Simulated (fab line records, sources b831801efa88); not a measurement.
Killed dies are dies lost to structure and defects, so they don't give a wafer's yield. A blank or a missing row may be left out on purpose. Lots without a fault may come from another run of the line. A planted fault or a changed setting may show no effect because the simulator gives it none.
Chamber matching | flow gf180mcu | GF_POLY_GATE_ETCH_12 on rie_diel-04: 4 sister chambers
The step etches BARC in N2/H2. 4 wafers are shown with their chamber, then 7 later ones without.

WAFERS WITH THEIR CHAMBER
wafer  | chamber | oes_product_au (a.u.)
L471.1 | 2       | 0.732
L471.3 | 1       | 0.735
L471.4 | 0       | 0.743
L475.4 | 3       | 0.732

WAFERS WITHOUT THEIR CHAMBER
wafer  | oes_product_au (a.u.)
L475.5 | 0.737
L478.2 | 0.737
L478.3 | 0.733
L478.4 | 0.745
L479.1 | 0.732
L479.4 | 0.728
L479.6 | 0.729

WHICH CHAMBER EACH WENT THROUGH
wafer  | from the rows above               | in truth
L475.5 | can't be placed: 1 or 2 or 3 or 0 | 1
L478.2 | can't be placed: 1 or 2 or 3 or 0 | 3
L478.3 | can't be placed: 2 or 3 or 1      | 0
L478.4 | 0                                 | 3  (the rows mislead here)
L479.1 | can't be placed: 2 or 3 or 1      | 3
L479.4 | can't be placed: 2 or 3 or 1      | 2
L479.6 | can't be placed: 2 or 3 or 1      | 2
Placed correctly: 0 of 7. Can't be placed from these rows: 6 (the true chamber is among the candidates in 5). Placed wrongly: 1.
How it was worked out, from the rows above alone: a wafer's distance from a chamber is the root of the sum, over the readings, of the square of ((its reading less the chamber's mean) divided by the reading's scatter). The wafer belongs to the nearest chamber; if the next one is less than 2 further off, it can't be placed. A chamber's mean is the mean of its shown wafers. The scatter: with one shown wafer a chamber, the root of the mean of the squares of how far each hidden wafer lies from its nearest shown one.
